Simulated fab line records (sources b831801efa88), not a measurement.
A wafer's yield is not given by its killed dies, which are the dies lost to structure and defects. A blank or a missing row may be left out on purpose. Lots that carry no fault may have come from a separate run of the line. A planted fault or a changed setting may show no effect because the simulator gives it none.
One fault seen from 2 desks + flow sky130 + each desk holds nothing but its own numbers, with what lay behind them at the end

== AT THE METROLOGY DESK ==
Lot by lot, what the gauges showed, no matter which tool ran the lot: averages of those sampled wafers that carry a number. The brackets show how far a lot's mean lies from the usual mean; more than 4 standard deviations puts the lot out of limits, marked OUT.
Columns: A = VT_ADJUST_LVTN_01_OVL at SKY_VT_ADJUST_LVTN_OVL_MEAS_18, usual -1.0 nm; B = GATE_OXIDE_OVL at SKY_GATE_OXIDE_OVL_MEAS_10, usual 1.1 nm; C = cd-nm at SKY_POLY_CUT_CD_MEAS_08, usual 269.9 nm
| lot  | first seen here | A    | B    | C     |
|------|-----------------|------|------|-------|
| L199 | day 8 16:12     | 1.8  | 2.5  | 269.7 |
| L200 | day 8 22:56     | -1.3 | 0.9  | 269.3 |
| L201 | day 9 04:30     | -0.4 | 1.4  | 270.9 |
| L203 | day 9 18:07     | -1.8 | 1.3  | 268.6 |
| L204 | day 10 05:04    | 1.1  | 2.0  | 270.6 |
| L205 | day 10 16:03    | -2.4 | 0.9  | 269.4 |
| L206 | day 10 18:35    | 0.7  | 2.6  | 269.4 |
| L207 | day 11 03:38    | -1.1 | 1.1  | 268.7 |
| L208 | day 11 08:08    | -2.7 | 1.2  | 270.6 |
| L213 | day 12 18:10    | -0.9 | 0.0  | 270.3 |
| L215 | day 13 09:24    | -2.4 | 2.4  | 269.9 |
| L217 | day 14 00:52    | -3.2 | -1.6 | 272.0 |
This desk's verdict: no lot among the 12 shows anything out of limits.

== FOR THE TOOL OWNER'S DESK: rie-si-01 ==
The tool's own readings at SKY_POLY_GATE_ETCH_17 (etches poly-Si in HBr/Cl2, stops on SiO2, target depth 180 nm, time 70.5 s): means of the sampled wafers that have a number, for each lot that ran on this tool. The brackets show how far a lot's mean lies from the usual mean; more than 4 standard deviations puts the lot out of limits, marked OUT.
Columns: A = drypump-motor-current-A at SKY_POLY_GATE_ETCH_17, usual 5.6 A; B = oes-product-au at SKY_POLY_GATE_ETCH_17, usual 0.988 a.u.; C = run-length-s at SKY_POLY_GATE_ETCH_17, usual 98.9 s; D = throttle-valve-pct at SKY_POLY_GATE_ETCH_17, usual 33.683 %
| lot  | first seen here | A   | B                | C               | D      |
|------|-----------------|-----|------------------|-----------------|--------|
| L200 | day 18 09:18    | 5.3 | 0.981            | 99.1            | 33.683 |
| L204 | day 19 15:50    | 5.6 | 0.992            | 99.0            | 33.680 |
| L206 | day 20 06:42    | 5.7 | 0.986            | 99.2            | 33.684 |
| L208 | day 22 11:35    | 5.6 | 0.988            | 99.0            | 33.683 |
| L213 | day 22 19:31    | 5.5 | 0.927 (-8.6) OUT | 107.2 (+18) OUT | 33.683 |
This desk's finding: out of limits on L213; first on L213, day 22 19:31 (oes-product-au at SKY_POLY_GATE_ETCH_17). L200, L204, L206, L208 stayed within limits.

== ALL TOGETHER ==
The tool owner's desk had the chance to raise an alarm at day 22 19:31 on L213.
Metrology desk: nothing out of limits seen.
The metrology desk holds a record of L213, inside its limits.
Every lot named ran SKY_POLY_GATE_ETCH_17 on rie-si-01.

== WHAT THE SIMULATOR PUT IN ==
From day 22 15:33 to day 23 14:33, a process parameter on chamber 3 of rie-si-01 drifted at SKY_POLY_GATE_ETCH_17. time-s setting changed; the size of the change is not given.
Lots struck among those shown: L213.
Time in hours from fault onset to the first out-of-limits reading at each desk: the tool owner's desk, 4.
